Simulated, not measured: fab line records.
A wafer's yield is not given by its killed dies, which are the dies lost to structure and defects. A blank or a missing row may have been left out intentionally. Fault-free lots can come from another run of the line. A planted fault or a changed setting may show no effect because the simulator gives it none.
fab line records :: flow gf180mcu :: part 2 of 2: steps 29 to 39 of 39
record
  lots=5
  wafers=15
  last-day=34
route steps=602 shown VT_IMPLANT@103 MVSD@136 NWELL@137 LVPWELL@138 MVPSD@139 DUAL_GATE@141
lots untouched by any fault: they come from a run of this same line in which no faults occurred
start-h: the number of hours between the record's first day and the start of the first shown wafer of the lot :: wait-h: hours elapsed since this lot's preceding step :: " identical to the entry in the row above :: L1.1+2: one row covering several wafers at once :: - value missing, or start not given :: * or withheld: withheld :: < > ~ a bound
route shown NAME@n: a module of which the file shows steps, and the number in the route of the first :: usual: mean and standard deviation over wafers with no fault :: same: alike in all rows :: chamber/n: place in a boat :: sites: each site's reading :: _std_site: their standard deviation :: _edge_site: inner sites' mean taken away from outer sites' mean :: radius-mm: for every site, how far away it sits from the centre of the wafer :: mask NAME#n: copy n :: behind: the tool/chamber that last shaped the wafer :: hold: why the lot was held/for how many hours/how that ended :: device: the n, p or np transistor that did not switch :: end of line: tests run on the same wafers once the route is complete :: a step given without rows: its recipe and nothing more :: killed: dies that structure and defects cost at the first sort, which is not the same as the wafer's yield :: map: dies across one wafer; x = killed, . = not, _ = none there
set.NAME: the setting as run; set.NAME@STEP: as run at that earlier step :: model.NAME: the simulator's own value behind a step, which no gauge read
a table for each step, a row for each wafer; lots at some steps of the route
services: when a tool's chamber went out of use (start-h, in hours from the record's first day, below 0 if earlier), for how many hours, and the reason
## steps
# step GF_VT_IMPLANT_IMPLANT_41
# recipe
  species=As
  energy-kev=70
  dose-cm2=1.013e+12
  tilt-deg=7
# usual
  beam-energy-keV=70.003/0.023
lot.wafer: L076.3
tool: implanter-01
chamber: 0
start-h: 173.71
wait-h: 0.1
beam-energy-keV: 70.016

lot.wafer: L076.5
tool: implanter-01
chamber: 0
start-h: 173.71
wait-h: 0.1
beam-energy-keV: 70.000

lot.wafer: L076.6
tool: implanter-01
chamber: 0
start-h: 173.71
wait-h: 0.1
beam-energy-keV: 70.004

lot.wafer: L081.1
tool: implanter-02
chamber: 0
start-h: 201.54
wait-h: 0.0
beam-energy-keV: 70.041

lot.wafer: L081.3
tool: implanter-02
chamber: 0
start-h: 201.54
wait-h: 0.0
beam-energy-keV: 70.017

lot.wafer: L081.4
tool: implanter-02
chamber: 0
start-h: 201.54
wait-h: 0.0
beam-energy-keV: 69.965

lot.wafer: L084.2
tool: implanter-03
chamber: 0
start-h: 226.47
wait-h: 0.0
beam-energy-keV: 70.001

lot.wafer: L084.4
tool: implanter-03
chamber: 0
start-h: 226.47
wait-h: 0.0
beam-energy-keV: 69.990

lot.wafer: L084.5
tool: implanter-03
chamber: 0
start-h: 226.47
wait-h: 0.0
beam-energy-keV: 69.982

lot.wafer: L088.1
tool: implanter-01
chamber: 0
start-h: 250.64
wait-h: 0.0
beam-energy-keV: 70.014

lot.wafer: L088.2
tool: implanter-01
chamber: 0
start-h: 250.64
wait-h: 0.0
beam-energy-keV: 69.992

lot.wafer: L088.3
tool: implanter-01
chamber: 0
start-h: 250.64
wait-h: 0.0
beam-energy-keV: 70.006

lot.wafer: L097.2
tool: implanter-03
chamber: 0
start-h: 319.61
wait-h: 0.0
beam-energy-keV: 70.010

lot.wafer: L097.3
tool: implanter-03
chamber: 0
start-h: 319.61
wait-h: 0.0
beam-energy-keV: 70.011

lot.wafer: L097.6
tool: implanter-03
chamber: 0
start-h: 319.61
wait-h: 0.0
beam-energy-keV: 69.990
# step GF_VT_IMPLANT_STRIP_42
# recipe
  chemistry=O2/N2
  power-w=1400
  pressure-mtorr=1500
  platen-temp-c=250
  o2-flow-sccm=3000
  n2-flow-sccm=300
  overash-fraction=0.5
# usual
  drypump-motor-current-A=5.9/0.57
  heater-power-w=331/30
  oes-product-au=0.716/0.0047
  platen-temp-c=249.95/0.17
  strip-time-to-endpoint-s=12.63/0.045
lot.wafer: L076.3
tool: plasma-asher-04
chamber: 0
start-h: 173.84
wait-h: 0.1
drypump-motor-current-A: 6.3
heater-power-w: 316
oes-product-au: 0.721
platen-temp-c: 250.17
rf-hours-counter-h: -
strip-time-to-endpoint-s: 12.64

lot.wafer: L076.5
tool: plasma-asher-04
chamber: 0
start-h: 173.84
wait-h: 0.1
drypump-motor-current-A: 6.2
heater-power-w: 329
oes-product-au: 0.719
platen-temp-c: 250.08
rf-hours-counter-h: -
strip-time-to-endpoint-s: 12.66

lot.wafer: L076.6
tool: plasma-asher-04
chamber: 1
start-h: 173.84
wait-h: 0.1
drypump-motor-current-A: 6.5
heater-power-w: 372
oes-product-au: 0.720
platen-temp-c: 249.67
rf-hours-counter-h: -
strip-time-to-endpoint-s: 12.66

lot.wafer: L081.1
tool: plasma-asher-03
chamber: 1
start-h: 201.69
wait-h: 0.1
drypump-motor-current-A: 5.1
heater-power-w: 374
oes-product-au: 0.717
platen-temp-c: 249.79
rf-hours-counter-h: 60
strip-time-to-endpoint-s: 12.60

lot.wafer: L081.3
tool: plasma-asher-03
chamber: 1
start-h: 201.69
wait-h: 0.1
drypump-motor-current-A: 5.1
heater-power-w: 395
oes-product-au: 0.715
platen-temp-c: 249.59
rf-hours-counter-h: -
strip-time-to-endpoint-s: 12.62

lot.wafer: L081.4
tool: plasma-asher-03
chamber: 0
start-h: 201.69
wait-h: 0.1
drypump-motor-current-A: 6.0
heater-power-w: 289
oes-product-au: 0.713
platen-temp-c: 249.92
rf-hours-counter-h: -
strip-time-to-endpoint-s: 12.59

lot.wafer: L084.2
tool: plasma-asher-03
chamber: 0
start-h: 226.59
wait-h: 0.1
drypump-motor-current-A: 6.0
heater-power-w: 292
oes-product-au: 0.714
platen-temp-c: 250.10
rf-hours-counter-h: 63
strip-time-to-endpoint-s: 12.64

lot.wafer: L084.4
tool: plasma-asher-03
chamber: 0
start-h: 226.59
wait-h: 0.1
drypump-motor-current-A: 6.0
heater-power-w: 293
oes-product-au: 0.722
platen-temp-c: 250.13
rf-hours-counter-h: -
strip-time-to-endpoint-s: 12.64

lot.wafer: L084.5
tool: plasma-asher-03
chamber: 0
start-h: 226.59
wait-h: 0.1
drypump-motor-current-A: 6.0
heater-power-w: 283
oes-product-au: 0.707
platen-temp-c: 250.16
rf-hours-counter-h: -
strip-time-to-endpoint-s: 12.63

lot.wafer: L088.1
tool: plasma-asher-02
chamber: 1
start-h: 250.79
wait-h: 0.1
drypump-motor-current-A: 5.8
heater-power-w: 328
oes-product-au: 0.714
platen-temp-c: 249.79
rf-hours-counter-h: 13
strip-time-to-endpoint-s: 12.68

lot.wafer: L088.2
tool: plasma-asher-02
chamber: 0
start-h: 250.79
wait-h: 0.1
drypump-motor-current-A: 5.0
heater-power-w: 306
oes-product-au: 0.718
platen-temp-c: 249.96
rf-hours-counter-h: 13
strip-time-to-endpoint-s: 12.69

lot.wafer: L088.3
tool: plasma-asher-02
chamber: 0
start-h: 250.79
wait-h: 0.1
drypump-motor-current-A: 5.0
heater-power-w: 302
oes-product-au: 0.711
platen-temp-c: 250.04
rf-hours-counter-h: -
strip-time-to-endpoint-s: 12.67

lot.wafer: L097.2
tool: plasma-asher-04
chamber: 0
start-h: 319.74
wait-h: 0.1
drypump-motor-current-A: 6.2
heater-power-w: 323
oes-product-au: 0.716
platen-temp-c: 249.84
rf-hours-counter-h: 54
strip-time-to-endpoint-s: 12.63

lot.wafer: L097.3
tool: plasma-asher-04
chamber: 0
start-h: 319.74
wait-h: 0.1
drypump-motor-current-A: 6.2
heater-power-w: 328
oes-product-au: 0.713
platen-temp-c: 250.28
rf-hours-counter-h: -
strip-time-to-endpoint-s: 12.64

lot.wafer: L097.6
tool: plasma-asher-04
chamber: 1
start-h: 319.74
wait-h: 0.1
drypump-motor-current-A: 6.6
heater-power-w: 362
oes-product-au: 0.715
platen-temp-c: 249.89
rf-hours-counter-h: -
strip-time-to-endpoint-s: 12.63
# step GF_VT_IMPLANT_TW_MEAS_43
# usual
  VT_IMPLANT_4_TW=690/9.3
lot.wafer: L076.3
tool: film-metro-02
chamber: -
start-h: 173.93
wait-h: 0.1
VT_IMPLANT_4_TW: 673

lot.wafer: L076.5
tool: film-metro-02
chamber: -
start-h: 173.93
wait-h: 0.1
VT_IMPLANT_4_TW: 675

lot.wafer: L076.6
tool: film-metro-02
chamber: -
start-h: 173.93
wait-h: 0.1
VT_IMPLANT_4_TW: 672

lot.wafer: L081.1
tool: film-metro-01
chamber: -
start-h: 201.79
wait-h: 0.1
VT_IMPLANT_4_TW: 690

lot.wafer: L081.3
tool: film-metro-01
chamber: -
start-h: 201.79
wait-h: 0.1
VT_IMPLANT_4_TW: 689

lot.wafer: L081.4
tool: film-metro-01
chamber: -
start-h: 201.79
wait-h: 0.1
VT_IMPLANT_4_TW: 687

lot.wafer: L084.2
tool: film-metro-03
chamber: -
start-h: 226.70
wait-h: 0.1
VT_IMPLANT_4_TW: 700

lot.wafer: L084.4
tool: film-metro-03
chamber: -
start-h: 226.70
wait-h: 0.1
VT_IMPLANT_4_TW: 697

lot.wafer: L084.5
tool: film-metro-03
chamber: -
start-h: 226.70
wait-h: 0.1
VT_IMPLANT_4_TW: 697

lot.wafer: L088.1
tool: film-metro-02
chamber: -
start-h: 250.89
wait-h: 0.1
VT_IMPLANT_4_TW: 676

lot.wafer: L088.2
tool: film-metro-02
chamber: -
start-h: 250.89
wait-h: 0.1
VT_IMPLANT_4_TW: 677

lot.wafer: L088.3
tool: film-metro-02
chamber: -
start-h: 250.89
wait-h: 0.1
VT_IMPLANT_4_TW: 675

lot.wafer: L097.2
tool: film-metro-01
chamber: -
start-h: 319.85
wait-h: 0.1
VT_IMPLANT_4_TW: 695

lot.wafer: L097.3
tool: film-metro-01
chamber: -
start-h: 319.85
wait-h: 0.1
VT_IMPLANT_4_TW: 696

lot.wafer: L097.6
tool: film-metro-01
chamber: -
start-h: 319.85
wait-h: 0.1
VT_IMPLANT_4_TW: 691
# step GF_VT_IMPLANT_CLEAN_44
# recipe
  chemistry=SC1/SC2
  mix=1:4:20
  temp-c=70
  time-s=150
  dry=n2-spin
lot.wafer: L076.3+5+6
tool: wet-bench-01
chamber: 1
start-h: 173.97
wait-h: 0.0

lot.wafer: L081.1+3+4
tool: wet-bench-02
chamber: 2
start-h: 201.85
wait-h: 0.1

lot.wafer: L084.2+4+5
tool: wet-bench-01
chamber: 1
start-h: 226.75
wait-h: 0.0

lot.wafer: L088.1+2+3
tool: wet-bench-03
chamber: 3
start-h: 250.95
wait-h: 0.1

lot.wafer: L097.2+3+6
tool: wet-bench-02
chamber: 2
start-h: 319.90
wait-h: 0.0
# step GF_VT_IMPLANT_RTA_45
# recipe
  temp-c=1050
  time-s=30
  ambient=N2
# usual
  lamp-power-pct=35.2/0.83
  wafer_temp_C_max=1054.2/0.94
lot.wafer: L076.3
tool: rtp-anneal-02
chamber: 0
start-h: 174.05
wait-h: 0.0
lamp-power-pct: 34.5
wafer_temp_C_max: 1054.6

lot.wafer: L076.5
tool: rtp-anneal-02
chamber: 0
start-h: 174.05
wait-h: 0.0
lamp-power-pct: 34.6
wafer_temp_C_max: 1053.8

lot.wafer: L076.6
tool: rtp-anneal-02
chamber: 0
start-h: 174.05
wait-h: 0.0
lamp-power-pct: 34.6
wafer_temp_C_max: 1053.6

lot.wafer: L081.1
tool: rtp-anneal-01
chamber: 0
start-h: 201.90
wait-h: 0.0
lamp-power-pct: 36.3
wafer_temp_C_max: 1052.9

lot.wafer: L081.3
tool: rtp-anneal-01
chamber: 0
start-h: 201.90
wait-h: 0.0
lamp-power-pct: 36.3
wafer_temp_C_max: 1053.6

lot.wafer: L081.4
tool: rtp-anneal-01
chamber: 0
start-h: 201.90
wait-h: 0.0
lamp-power-pct: 36.4
wafer_temp_C_max: 1056.3

lot.wafer: L084.2
tool: rtp-anneal-02
chamber: 0
start-h: 226.83
wait-h: 0.0
lamp-power-pct: 34.6
wafer_temp_C_max: 1053.0

lot.wafer: L084.4
tool: rtp-anneal-02
chamber: 0
start-h: 226.83
wait-h: 0.0
lamp-power-pct: 34.6
wafer_temp_C_max: 1053.0

lot.wafer: L084.5
tool: rtp-anneal-02
chamber: 0
start-h: 226.83
wait-h: 0.0
lamp-power-pct: 34.7
wafer_temp_C_max: 1055.0

lot.wafer: L088.1
tool: rtp-anneal-01
chamber: 0
start-h: 251.00
wait-h: 0.0
lamp-power-pct: 36.4
wafer_temp_C_max: 1054.5

lot.wafer: L088.2
tool: rtp-anneal-01
chamber: 0
start-h: 251.00
wait-h: 0.0
lamp-power-pct: 36.3
wafer_temp_C_max: 1055.6

lot.wafer: L088.3
tool: rtp-anneal-01
chamber: 0
start-h: 251.00
wait-h: 0.0
lamp-power-pct: 36.4
wafer_temp_C_max: 1054.6

lot.wafer: L097.2
tool: rtp-anneal-01
chamber: 0
start-h: 319.97
wait-h: 0.0
lamp-power-pct: 36.4
wafer_temp_C_max: 1054.2

lot.wafer: L097.3
tool: rtp-anneal-01
chamber: 0
start-h: 319.97
wait-h: 0.0
lamp-power-pct: 36.4
wafer_temp_C_max: 1054.1

lot.wafer: L097.6
tool: rtp-anneal-01
chamber: 0
start-h: 319.97
wait-h: 0.0
lamp-power-pct: 36.3
wafer_temp_C_max: 1054.8
# step GF_VT_IMPLANT_RS_MEAS_46
# recipe
  thk-meas-gauge=four-point-probe
# usual
  MVSD_RS=462.7/1.2
lot.wafer: L076.3
tool: film-metro-01
chamber: -
start-h: 174.16
wait-h: 0.1
MVSD_RS[ohm/sq]: 461.2

lot.wafer: L076.5
tool: film-metro-01
chamber: -
start-h: 174.16
wait-h: 0.1
MVSD_RS[ohm/sq]: 462.2

lot.wafer: L076.6
tool: film-metro-01
chamber: -
start-h: 174.16
wait-h: 0.1
MVSD_RS[ohm/sq]: 462.0

lot.wafer: L081.1
tool: film-metro-02
chamber: -
start-h: 202.00
wait-h: 0.1
MVSD_RS[ohm/sq]: 465.1

lot.wafer: L081.3
tool: film-metro-02
chamber: -
start-h: 202.00
wait-h: 0.1
MVSD_RS[ohm/sq]: 464.7

lot.wafer: L081.4
tool: film-metro-02
chamber: -
start-h: 202.00
wait-h: 0.1
MVSD_RS[ohm/sq]: 465.1

lot.wafer: L084.2
tool: film-metro-04
chamber: -
start-h: 226.93
wait-h: 0.1
MVSD_RS[ohm/sq]: 463.2

lot.wafer: L084.4
tool: film-metro-04
chamber: -
start-h: 226.93
wait-h: 0.1
MVSD_RS[ohm/sq]: 461.8

lot.wafer: L084.5
tool: film-metro-04
chamber: -
start-h: 226.93
wait-h: 0.1
MVSD_RS[ohm/sq]: 462.1

lot.wafer: L088.1
tool: film-metro-01
chamber: -
start-h: 251.10
wait-h: 0.1
MVSD_RS[ohm/sq]: 462.5

lot.wafer: L088.2
tool: film-metro-01
chamber: -
start-h: 251.10
wait-h: 0.1
MVSD_RS[ohm/sq]: 462.4

lot.wafer: L088.3
tool: film-metro-01
chamber: -
start-h: 251.10
wait-h: 0.1
MVSD_RS[ohm/sq]: 460.6

lot.wafer: L097.2
tool: film-metro-02
chamber: -
start-h: 320.07
wait-h: 0.1
MVSD_RS[ohm/sq]: 464.1

lot.wafer: L097.3
tool: film-metro-02
chamber: -
start-h: 320.07
wait-h: 0.1
MVSD_RS[ohm/sq]: 462.7

lot.wafer: L097.6
tool: film-metro-02
chamber: -
start-h: 320.07
wait-h: 0.1
MVSD_RS[ohm/sq]: 461.9
# step GF_VT_IMPLANT_RS_MEAS_47
# recipe
  thk-meas-gauge=four-point-probe
# usual
  NWELL_RS=486.9/1.2
lot.wafer: L076.3
tool: film-metro-01
chamber: -
start-h: 174.28
wait-h: 0.1
NWELL_RS[ohm/sq]: 487.1

lot.wafer: L076.5
tool: film-metro-01
chamber: -
start-h: 174.28
wait-h: 0.1
NWELL_RS[ohm/sq]: 485.6

lot.wafer: L076.6
tool: film-metro-01
chamber: -
start-h: 174.28
wait-h: 0.1
NWELL_RS[ohm/sq]: 486.4

lot.wafer: L081.1
tool: film-metro-02
chamber: -
start-h: 202.12
wait-h: 0.1
NWELL_RS[ohm/sq]: 489.2

lot.wafer: L081.3
tool: film-metro-02
chamber: -
start-h: 202.12
wait-h: 0.1
NWELL_RS[ohm/sq]: 487.6

lot.wafer: L081.4
tool: film-metro-02
chamber: -
start-h: 202.12
wait-h: 0.1
NWELL_RS[ohm/sq]: 489.2

lot.wafer: L084.2
tool: film-metro-04
chamber: -
start-h: 227.05
wait-h: 0.1
NWELL_RS[ohm/sq]: 485.9

lot.wafer: L084.4
tool: film-metro-04
chamber: -
start-h: 227.05
wait-h: 0.1
NWELL_RS[ohm/sq]: 487.4

lot.wafer: L084.5
tool: film-metro-04
chamber: -
start-h: 227.05
wait-h: 0.1
NWELL_RS[ohm/sq]: 486.0

lot.wafer: L088.1
tool: film-metro-01
chamber: -
start-h: 251.22
wait-h: 0.1
NWELL_RS[ohm/sq]: 485.6

lot.wafer: L088.2
tool: film-metro-01
chamber: -
start-h: 251.22
wait-h: 0.1
NWELL_RS[ohm/sq]: 486.5

lot.wafer: L088.3
tool: film-metro-01
chamber: -
start-h: 251.22
wait-h: 0.1
NWELL_RS[ohm/sq]: 485.8

lot.wafer: L097.2
tool: film-metro-02
chamber: -
start-h: 320.19
wait-h: 0.1
NWELL_RS[ohm/sq]: 487.4

lot.wafer: L097.3
tool: film-metro-02
chamber: -
start-h: 320.19
wait-h: 0.1
NWELL_RS[ohm/sq]: 486.4

lot.wafer: L097.6
tool: film-metro-02
chamber: -
start-h: 320.19
wait-h: 0.1
NWELL_RS[ohm/sq]: 486.4
# step GF_VT_IMPLANT_RS_MEAS_48
# recipe
  thk-meas-gauge=four-point-probe
# usual
  LVPWELL_RS=1194.3/2.8
lot.wafer: L076.3
tool: film-metro-01
chamber: -
start-h: 174.40
wait-h: 0.1
LVPWELL_RS[ohm/sq]: 1192.4

lot.wafer: L076.5
tool: film-metro-01
chamber: -
start-h: 174.40
wait-h: 0.1
LVPWELL_RS[ohm/sq]: 1193.1

lot.wafer: L076.6
tool: film-metro-01
chamber: -
start-h: 174.40
wait-h: 0.1
LVPWELL_RS[ohm/sq]: 1191.5

lot.wafer: L081.1
tool: film-metro-02
chamber: -
start-h: 202.24
wait-h: 0.1
LVPWELL_RS[ohm/sq]: 1192.1

lot.wafer: L081.3
tool: film-metro-02
chamber: -
start-h: 202.24
wait-h: 0.1
LVPWELL_RS[ohm/sq]: 1197.3

lot.wafer: L081.4
tool: film-metro-02
chamber: -
start-h: 202.24
wait-h: 0.1
LVPWELL_RS[ohm/sq]: 1198.7

lot.wafer: L084.2
tool: film-metro-04
chamber: -
start-h: 227.17
wait-h: 0.1
LVPWELL_RS[ohm/sq]: 1192.0

lot.wafer: L084.4
tool: film-metro-04
chamber: -
start-h: 227.17
wait-h: 0.1
LVPWELL_RS[ohm/sq]: 1195.1

lot.wafer: L084.5
tool: film-metro-04
chamber: -
start-h: 227.17
wait-h: 0.1
LVPWELL_RS[ohm/sq]: 1195.8

lot.wafer: L088.1
tool: film-metro-01
chamber: -
start-h: 251.34
wait-h: 0.1
LVPWELL_RS[ohm/sq]: 1190.3

lot.wafer: L088.2
tool: film-metro-01
chamber: -
start-h: 251.34
wait-h: 0.1
LVPWELL_RS[ohm/sq]: 1194.8

lot.wafer: L088.3
tool: film-metro-01
chamber: -
start-h: 251.34
wait-h: 0.1
LVPWELL_RS[ohm/sq]: 1191.1

lot.wafer: L097.2
tool: film-metro-02
chamber: -
start-h: 320.31
wait-h: 0.1
LVPWELL_RS[ohm/sq]: 1195.5

lot.wafer: L097.3
tool: film-metro-02
chamber: -
start-h: 320.31
wait-h: 0.1
LVPWELL_RS[ohm/sq]: 1191.0

lot.wafer: L097.6
tool: film-metro-02
chamber: -
start-h: 320.31
wait-h: 0.1
LVPWELL_RS[ohm/sq]: 1192.7
# step GF_VT_IMPLANT_RS_MEAS_49
# recipe
  thk-meas-gauge=four-point-probe
# usual
  MVPSD_RS=1165.3/2.9
lot.wafer: L076.3
tool: film-metro-01
chamber: -
start-h: 174.52
wait-h: 0.1
MVPSD_RS[ohm/sq]: 1160.8

lot.wafer: L076.5
tool: film-metro-01
chamber: -
start-h: 174.52
wait-h: 0.1
MVPSD_RS[ohm/sq]: 1163.3

lot.wafer: L076.6
tool: film-metro-01
chamber: -
start-h: 174.52
wait-h: 0.1
MVPSD_RS[ohm/sq]: 1164.7

lot.wafer: L081.1
tool: film-metro-02
chamber: -
start-h: 202.36
wait-h: 0.1
MVPSD_RS[ohm/sq]: 1165.0

lot.wafer: L081.3
tool: film-metro-02
chamber: -
start-h: 202.36
wait-h: 0.1
MVPSD_RS[ohm/sq]: 1164.2

lot.wafer: L081.4
tool: film-metro-02
chamber: -
start-h: 202.36
wait-h: 0.1
MVPSD_RS[ohm/sq]: 1163.3

lot.wafer: L084.2
tool: film-metro-04
chamber: -
start-h: 227.29
wait-h: 0.1
MVPSD_RS[ohm/sq]: 1164.4

lot.wafer: L084.4
tool: film-metro-04
chamber: -
start-h: 227.29
wait-h: 0.1
MVPSD_RS[ohm/sq]: 1165.4

lot.wafer: L084.5
tool: film-metro-04
chamber: -
start-h: 227.29
wait-h: 0.1
MVPSD_RS[ohm/sq]: 1164.8

lot.wafer: L088.1
tool: film-metro-01
chamber: -
start-h: 251.46
wait-h: 0.1
MVPSD_RS[ohm/sq]: 1164.2

lot.wafer: L088.2
tool: film-metro-01
chamber: -
start-h: 251.46
wait-h: 0.1
MVPSD_RS[ohm/sq]: 1166.5

lot.wafer: L088.3
tool: film-metro-01
chamber: -
start-h: 251.46
wait-h: 0.1
MVPSD_RS[ohm/sq]: 1166.1

lot.wafer: L097.2
tool: film-metro-02
chamber: -
start-h: 320.43
wait-h: 0.1
MVPSD_RS[ohm/sq]: 1163.3

lot.wafer: L097.3
tool: film-metro-02
chamber: -
start-h: 320.43
wait-h: 0.1
MVPSD_RS[ohm/sq]: 1162.8

lot.wafer: L097.6
tool: film-metro-02
chamber: -
start-h: 320.43
wait-h: 0.1
MVPSD_RS[ohm/sq]: 1163.9
# step GF_VT_IMPLANT_WET_ETCH_50
# recipe
  chemistry=dHF
  target-depth-nm=20
  target=SiO2
  temp-c=25
  dilution=100:1
  time-s=400
lot.wafer: L076.3+5+6
tool: wet-bench-03
chamber: 0
start-h: 174.60
wait-h: 0.1

lot.wafer: L081.1+3+4
tool: wet-bench-02
chamber: 2
start-h: 202.48
wait-h: 0.1

lot.wafer: L084.2+4+5
tool: wet-bench-03
chamber: 2
start-h: 227.39
wait-h: 0.1

lot.wafer: L088.1+2+3
tool: wet-bench-03
chamber: 0
start-h: 251.58
wait-h: 0.1

lot.wafer: L097.2+3+6
tool: wet-bench-03
chamber: 2
start-h: 320.53
wait-h: 0.1
# step GF_DUAL_GATE_CLEAN_00
# recipe
  chemistry=SC1/SC2
  mix=1:4:20
  temp-c=70
  time-s=150
lot.wafer: L076.3+5+6
tool: wet-bench-02
chamber: 0
start-h: 174.72
wait-h: 0.0

lot.wafer: L081.1+3+4
tool: wet-bench-01
chamber: 1
start-h: 202.60
wait-h: 0.0

lot.wafer: L084.2+4+5
tool: wet-bench-02
chamber: 1
start-h: 227.63
wait-h: 0.0

lot.wafer: L088.1+2+3
tool: wet-bench-02
chamber: 0
start-h: 251.70
wait-h: 0.0

lot.wafer: L097.2+3+6
tool: wet-bench-02
chamber: 0
start-h: 320.65
wait-h: 0.0
## services
tool: implanter-03
chamber: -
start-h: 131.17
hours: 18.6
kind: pm

tool: plasma-asher-02
chamber: -
start-h: 138.67
hours: 1.5
kind: repair

tool: iline-stepper-01
chamber: -
start-h: 143.51
hours: 1.7
kind: pm

tool: litho-track-03
chamber: -
start-h: 150.63
hours: -
kind: consumable-replace:filter

tool: implanter-03
chamber: -
start-h: 165.48
hours: 6.2
kind: repair

tool: iline-stepper-01
chamber: -
start-h: 175.98
hours: 4.4
kind: pm

tool: iline-stepper-01
chamber: 0
start-h: 186.73
hours: -
kind: calibration

tool: iline-stepper-02
chamber: -
start-h: 189.87
hours: 7.6
kind: repair

tool: plasma-asher-04
chamber: -
start-h: 194.47
hours: 1.8
kind: repair

tool: iline-stepper-02
chamber: -
start-h: 214.94
hours: 1.7
kind: pm

tool: rtp-anneal-02
chamber: -
start-h: 229.74
hours: 6.5
kind: pm

tool: implanter-03
chamber: -
start-h: 250.32
hours: 0.8
kind: repair

tool: plasma-asher-04
chamber: -
start-h: 252.45
hours: 1.4
kind: repair

tool: implanter-03
chamber: -
start-h: 254.96
hours: 0.7
kind: repair

tool: iline-stepper-02
chamber: -
start-h: 256.71
hours: 12.2
kind: repair

tool: iline-stepper-01
chamber: -
start-h: 257.77
hours: 32.6
kind: repair

tool: rtp-anneal-01
chamber: -
start-h: 272.95
hours: 3.9
kind: pm

tool: implanter-03
chamber: -
start-h: 277.10
hours: 2.7
kind: repair

tool: plasma-asher-02
chamber: -
start-h: 288.82
hours: 4.3
kind: repair

tool: implanter-01
chamber: -
start-h: 292.17
hours: 2.1
kind: repair

tool: implanter-01
chamber: -
start-h: 293.48
hours: 5.3
kind: repair

tool: implanter-01
chamber: -
start-h: 304.11
hours: 3.5
kind: pm

tool: implanter-02
chamber: -
start-h: 316.27
hours: 6.1
kind: pm

tool: wet-bench-02
chamber: -
start-h: 317.31
hours: 0.6
kind: repair
